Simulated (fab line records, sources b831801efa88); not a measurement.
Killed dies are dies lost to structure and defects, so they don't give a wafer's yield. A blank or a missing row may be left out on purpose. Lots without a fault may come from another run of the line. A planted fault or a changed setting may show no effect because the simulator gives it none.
Which tool did it? | flow gf180mcu | 12 lots, 36 wafers sampled, at 4 steps of a route of 602

WHAT THE GAUGES READ, wafer by wafer
GF_V1_THK_MEAS_01.
lot  | measured     | on            | V1_CVD_00_THK (nm)
L902 | day 17 12:45 | film_metro-02 | 605 596 601
L904 | day 18 03:08 | film_metro-01 | 611 599 605
L905 | day 18 16:23 | film_metro-01 | 584 586 606
L906 | day 19 00:18 | film_metro-01 | 601 595 617
L907 | day 19 10:31 | film_metro-02 | 612 602 588
L908 | day 19 20:08 | film_metro-01 | 618 608 610
L917 | day 22 21:35 | film_metro-02 | 613 599 607
L919 | day 23 16:01 | film_metro-01 | 589 592 595
L921 | day 24 02:58 | film_metro-01 | 606 616 599
L922 | day 24 12:04 | film_metro-03 | 599 603 601
L923 | day 24 20:17 | film_metro-03 | 606 609 612
L924 | day 25 06:14 | film_metro-01 | 590 581 608

GF_V1_RS_MEAS_24: measures by four-point-probe.
lot  | measured     | on            | V1_W_RS (ohm/sq)
L902 | day 18 14:20 | film_metro-02 | 0.312 0.319 0.327
L904 | day 19 04:52 | film_metro-03 | 0.333 0.326 0.336
L905 | day 19 18:16 | film_metro-03 | 0.335 0.327 0.321
L906 | day 20 02:23 | film_metro-03 | 0.325 0.322 0.334
L907 | day 20 12:00 | film_metro-03 | 0.316 0.323 0.329
L908 | day 20 22:22 | film_metro-02 | 0.339 0.328 0.335
L917 | day 23 21:21 | film_metro-01 | 0.328 0.320 0.319
L919 | day 24 16:08 | film_metro-01 | 0.319 0.326 0.324
L921 | day 25 02:26 | film_metro-01 | 0.328 0.325 0.317
L922 | day 25 11:34 | film_metro-03 | 0.316 0.323 0.325
L923 | day 25 19:31 | film_metro-01 | 0.329 0.326 0.321
L924 | day 26 04:59 | film_metro-01 | 0.318 0.320 0.327

GF_V2_CD_MEAS_14: target cd 260 nm.
lot  | measured     | on        | cd_nm (nm)
L902 | day 20 16:57 | cd_sem-02 | 258.4 257.9 259.1
L904 | day 21 06:57 | cd_sem-02 | 261.2 261.1 260.2
L905 | day 21 19:47 | cd_sem-01 | 260.6 259.9 259.8
L906 | day 22 04:33 | cd_sem-01 | 258.6 257.2 258.4
L907 | day 22 13:04 | cd_sem-01 | 260.7 259.5 273.4
L908 | day 22 22:02 | cd_sem-01 | 260.0 260.7 273.3
L917 | day 26 03:18 | cd_sem-02 | 261.7 262.5 261.7
L919 | day 26 12:53 | cd_sem-02 | 261.8 261.5 261.5
L921 | day 26 23:17 | cd_sem-02 | 258.8 258.4 258.6
L922 | day 27 07:47 | cd_sem-02 | 257.4 257.8 256.4
L923 | day 27 14:47 | cd_sem-01 | 260.4 261.6 261.5
L924 | day 27 23:43 | cd_sem-02 | 261.7 262.1 261.3

WHICH TOOL RAN EACH LOT (tool, then ch and the chambers of the sampled wafers, then the start)
lot  | GF_V2_EXPOSE_11
L902 | krf_scanner-02 ch 0, day 20 05:28
L904 | krf_scanner-01 ch 0, day 20 19:27
L905 | krf_scanner-01 ch 0, day 21 08:15
L906 | krf_scanner-01 ch 0, day 21 16:37
L907 | krf_scanner-01 ch 0, day 22 01:13
L908 | krf_scanner-01 ch 0, day 22 11:23
L917 | krf_scanner-01 ch 0, day 25 16:56
L919 | krf_scanner-01 ch 0, day 26 02:36
L921 | krf_scanner-01 ch 0, day 26 13:19
L922 | krf_scanner-02 ch 0, day 26 21:51
L923 | krf_scanner-01 ch 0, day 27 04:50
L924 | krf_scanner-01 ch 0, day 27 14:28
- GF_V2_EXPOSE_11: exposes mask Via2, target cd 260 nm.

WHAT THE TOOLS THEMSELVES READ (means of the sampled wafers that have a number; where no wafer has one, the mark that the record gives instead)
GF_V2_EXPOSE_11.
lot  | tool           | stage_vel_mm_s (mm/s)
L902 | krf_scanner-02 | 500.05
L904 | krf_scanner-01 | 500.09
L905 | krf_scanner-01 | 499.68
L906 | krf_scanner-01 | 499.97
L907 | krf_scanner-01 | 500.13
L908 | krf_scanner-01 | 499.64
L917 | krf_scanner-01 | 500.37
L919 | krf_scanner-01 | 500.06
L921 | krf_scanner-01 | 499.96
L922 | krf_scanner-02 | 500.06
L923 | krf_scanner-01 | 499.83
L924 | krf_scanner-01 | 500.10

THE ANSWER, worked out from the rows above alone
Rule: what is usual is taken from the lots themselves. Put in order of their means at a reading, lots are off if they are a third of the lots or fewer, leave a main group of 4 or more, and stand apart from it by a gap of 3 or more times the standard deviation of the main group's means; of several such gaps the widest counts. A main group whose means are all the same, to the digits that the tables above print for the reading, isn't used. A lot without any number at a reading at which 4 lots or more have one is off too. The other lots that the step has rows for count as sound. The gauges are gone through in route order, then the tools' own readings, and for those a lot's mean is taken as printed above. The first step at which some lot is off is used, and at that step the reading that is off furthest; a lot without a number counts as furthest.
No lot is off at any reading shown: from this, nothing can be told.

WHAT THE SIMULATOR HAD PUT IN
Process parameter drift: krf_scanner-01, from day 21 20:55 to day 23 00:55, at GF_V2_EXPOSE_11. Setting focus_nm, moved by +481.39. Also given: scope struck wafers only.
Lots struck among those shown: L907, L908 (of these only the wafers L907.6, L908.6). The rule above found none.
